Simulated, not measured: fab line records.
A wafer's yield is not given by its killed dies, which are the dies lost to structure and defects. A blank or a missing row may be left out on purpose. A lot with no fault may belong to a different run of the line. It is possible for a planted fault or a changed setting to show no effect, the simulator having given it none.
Check of tool commonality || flow gf180mcu || Lots sampled 13, wafers sampled 39

== THE REASON FOR OPENING IT ==
At GF_MIM_THK_MEAS_06 the reading MIM_CVD_05_THK is flagged on 2 of 13 lots. Wafers without a fault read 42.1 nm, standard deviation 0.64.
Rule: a lot gets a flag if all its wafers with a number sit over 4 standard deviations from that mean, or if no wafer of it has a number. All remaining lots are regarded as sound.

{"lot": "L716", "measured": "day 24 06:20", "on": "film metro-04", "MIM_CVD_05_THK (nm), wafer by wafer": "42.2 42.6 43.0", "flag": ""}
{"lot": "L717", "measured": "day 24 14:23", "on": "film metro-04", "MIM_CVD_05_THK (nm), wafer by wafer": "41.8 42.2 42.9", "flag": ""}
{"lot": "L718", "measured": "day 24 22:20", "on": "film metro-04", "MIM_CVD_05_THK (nm), wafer by wafer": "85.1 86.2 85.0", "flag": "FLAGGED"}
{"lot": "L721", "measured": "day 26 08:00", "on": "film metro-01", "MIM_CVD_05_THK (nm), wafer by wafer": "41.5 42.2 42.5", "flag": ""}
{"lot": "L722", "measured": "day 26 14:46", "on": "film metro-03", "MIM_CVD_05_THK (nm), wafer by wafer": "83.2 84.2 84.9", "flag": "FLAGGED"}
{"lot": "L728", "measured": "day 28 10:32", "on": "film metro-04", "MIM_CVD_05_THK (nm), wafer by wafer": "41.3 41.4 42.6", "flag": ""}
{"lot": "L731", "measured": "day 29 13:29", "on": "film metro-01", "MIM_CVD_05_THK (nm), wafer by wafer": "41.6 42.8 42.6", "flag": ""}
{"lot": "L733", "measured": "day 30 00:24", "on": "film metro-01", "MIM_CVD_05_THK (nm), wafer by wafer": "41.7 41.8 41.9", "flag": ""}
{"lot": "L735", "measured": "day 30 12:50", "on": "film metro-04", "MIM_CVD_05_THK (nm), wafer by wafer": "41.4 41.6 42.4", "flag": ""}
{"lot": "L736", "measured": "day 30 19:20", "on": "film metro-03", "MIM_CVD_05_THK (nm), wafer by wafer": "42.3 42.8 43.7", "flag": ""}
{"lot": "L737", "measured": "day 31 00:07", "on": "film metro-01", "MIM_CVD_05_THK (nm), wafer by wafer": "41.9 42.1 42.6", "flag": ""}
{"lot": "L738", "measured": "day 31 02:52", "on": "film metro-04", "MIM_CVD_05_THK (nm), wafer by wafer": "41.9 41.6 42.5", "flag": ""}
{"lot": "L739", "measured": "day 31 10:00", "on": "film metro-03", "MIM_CVD_05_THK (nm), wafer by wafer": "41.8 42.6 42.7", "flag": ""}
On average the flagged lots' numbers are 84.8 nm, which is +42.7 nm against the usual, or +67 standard deviations.

== LOT BY LOT: THE TOOL USED ==
Before the reading, the record contains 3 process steps out of a 602-step route. Every cell lists first the tool, next ch and the chambers used by the sampled wafers, and last the start.
{"lot": "L716", "flag": "", "GF_V4_ETCH_17": "rie diel-01 ch 0,1,3, day 24 06:05 or earlier", "GF_MIM_SPUTTER_00": "pvd sputter-03, day 24 06:05", "GF_MIM_CVD_05": "pecvd-01 ch 0,1, day 24 06:19"}
{"lot": "L717", "flag": "", "GF_V4_ETCH_17": "rie diel-01 ch 0,3, day 24 14:08 or earlier", "GF_MIM_SPUTTER_00": "pvd sputter-03, day 24 14:08", "GF_MIM_CVD_05": "pecvd-01 ch 1,2, day 24 14:22"}
{"lot": "L718", "flag": "FLAGGED", "GF_V4_ETCH_17": "rie diel-03 ch 0,3, day 24 21:50 or earlier", "GF_MIM_SPUTTER_00": "pvd sputter-04, day 24 21:50", "GF_MIM_CVD_05": "pecvd-02 ch 0,1, day 24 22:04"}
{"lot": "L721", "flag": "", "GF_V4_ETCH_17": "rie diel-03 ch 1,3, day 26 07:45 or earlier", "GF_MIM_SPUTTER_00": "pvd sputter-01, day 26 07:45", "GF_MIM_CVD_05": "pecvd-01 ch 0,1,2, day 26 07:58"}
{"lot": "L722", "flag": "FLAGGED", "GF_V4_ETCH_17": "rie diel-04 ch 0,1,3, day 26 14:17 or earlier", "GF_MIM_SPUTTER_00": "pvd sputter-03, day 26 14:17", "GF_MIM_CVD_05": "pecvd-01 ch 0,1, day 26 14:31"}
{"lot": "L728", "flag": "", "GF_V4_ETCH_17": "rie diel-01 ch 1,3, day 28 10:17 or earlier", "GF_MIM_SPUTTER_00": "pvd sputter-01, day 28 10:17", "GF_MIM_CVD_05": "pecvd-01 ch 0,1,2, day 28 10:31"}
{"lot": "L731", "flag": "", "GF_V4_ETCH_17": "rie diel-01 ch 0,1, day 29 13:14 or earlier", "GF_MIM_SPUTTER_00": "pvd sputter-04, day 29 13:14", "GF_MIM_CVD_05": "pecvd-01 ch 0,1, day 29 13:28"}
{"lot": "L733", "flag": "", "GF_V4_ETCH_17": "rie diel-01 ch 0,1, day 30 00:08 or earlier", "GF_MIM_SPUTTER_00": "pvd sputter-03, day 30 00:08", "GF_MIM_CVD_05": "pecvd-02 ch 0,1, day 30 00:22"}
{"lot": "L735", "flag": "", "GF_V4_ETCH_17": "rie diel-01 ch 0,2,3, day 30 12:35 or earlier", "GF_MIM_SPUTTER_00": "pvd sputter-01, day 30 12:35", "GF_MIM_CVD_05": "pecvd-02 ch 0,1,2, day 30 12:49"}
{"lot": "L736", "flag": "", "GF_V4_ETCH_17": "rie diel-01 ch 0,1,2, day 30 19:05 or earlier", "GF_MIM_SPUTTER_00": "pvd sputter-03, day 30 19:05", "GF_MIM_CVD_05": "pecvd-02 ch 0,2, day 30 19:18"}
{"lot": "L737", "flag": "", "GF_V4_ETCH_17": "rie diel-04 ch 1,2,3, day 30 23:52 or earlier", "GF_MIM_SPUTTER_00": "pvd sputter-01, day 30 23:52", "GF_MIM_CVD_05": "pecvd-01 ch 0,1, day 31 00:05"}
{"lot": "L738", "flag": "", "GF_V4_ETCH_17": "rie diel-04 ch 1,2,3, day 31 02:37 or earlier", "GF_MIM_SPUTTER_00": "pvd sputter-01, day 31 02:37", "GF_MIM_CVD_05": "pecvd-03 ch 0,1, day 31 02:50"}
{"lot": "L739", "flag": "", "GF_V4_ETCH_17": "rie diel-04 ch 2,3, day 31 09:44 or earlier", "GF_MIM_SPUTTER_00": "pvd sputter-03, day 31 09:44", "GF_MIM_CVD_05": "pecvd-01 ch 1,2, day 31 09:58"}
What these steps do:
- GF_V4_ETCH_17: etches SiO2 in C4F8/O2/Ar, stops on TiN, target depth 630 nm.
- GF_MIM_SPUTTER_00: material Ti, target thk 37.5 nm, time 150 s.
- GF_MIM_CVD_05: deposits Si3N4, target thk 42 nm, time 29.086 s.
- GF_MIM_THK_MEAS_06

== FLAGGED AGAINST TOTAL, ONE TOOL AT A TIME (gauges that did the reading follow at the end) ==
{"step": "GF_V4_ETCH_17", "tool": "rie diel-01", "lots run": 7, "flagged": 0, "share of the flagged lots": "none", "sound lots run after its first flagged lot": "-"}
{"step": "GF_V4_ETCH_17", "tool": "rie diel-03", "lots run": 2, "flagged": 1, "share of the flagged lots": "some", "sound lots run after its first flagged lot": "1 (L721)"}
{"step": "GF_V4_ETCH_17", "tool": "rie diel-04", "lots run": 4, "flagged": 1, "share of the flagged lots": "some", "sound lots run after its first flagged lot": "3 (L737,L738,L739)"}
{"step": "GF_MIM_SPUTTER_00", "tool": "pvd sputter-01", "lots run": 5, "flagged": 0, "share of the flagged lots": "none", "sound lots run after its first flagged lot": "-"}
{"step": "GF_MIM_SPUTTER_00", "tool": "pvd sputter-03", "lots run": 6, "flagged": 1, "share of the flagged lots": "some", "sound lots run after its first flagged lot": "3 (L733,L736,L739)"}
{"step": "GF_MIM_SPUTTER_00", "tool": "pvd sputter-04", "lots run": 2, "flagged": 1, "share of the flagged lots": "some", "sound lots run after its first flagged lot": "1 (L731)"}
{"step": "GF_MIM_CVD_05", "tool": "pecvd-01", "lots run": 8, "flagged": 1, "share of the flagged lots": "some", "sound lots run after its first flagged lot": "4 (L728,L731,L737,L739)"}
{"step": "GF_MIM_CVD_05", "tool": "pecvd-02", "lots run": 4, "flagged": 1, "share of the flagged lots": "some", "sound lots run after its first flagged lot": "3 (L733,L735,L736)"}
{"step": "GF_MIM_CVD_05", "tool": "pecvd-03", "lots run": 1, "flagged": 0, "share of the flagged lots": "none", "sound lots run after its first flagged lot": "-"}
{"step": "GF_MIM_THK_MEAS_06", "tool": "film metro-01", "lots run": 4, "flagged": 0, "share of the flagged lots": "none", "sound lots run after its first flagged lot": "-"}
{"step": "GF_MIM_THK_MEAS_06", "tool": "film metro-03", "lots run": 3, "flagged": 1, "share of the flagged lots": "some", "sound lots run after its first flagged lot": "2 (L736,L739)"}
{"step": "GF_MIM_THK_MEAS_06", "tool": "film metro-04", "lots run": 6, "flagged": 1, "share of the flagged lots": "some", "sound lots run after its first flagged lot": "3 (L728,L735,L738)"}
Because GF_V4_ETCH_17 lacks a start for some lots, the hours and order of its lots are taken from GF_MIM_SPUTTER_00.

== THE TABLE: WHAT IT ALLOWS ==
No row of the table ran every flagged lot.

== WHAT WAS PUT IN BY THE SIMULATOR ==
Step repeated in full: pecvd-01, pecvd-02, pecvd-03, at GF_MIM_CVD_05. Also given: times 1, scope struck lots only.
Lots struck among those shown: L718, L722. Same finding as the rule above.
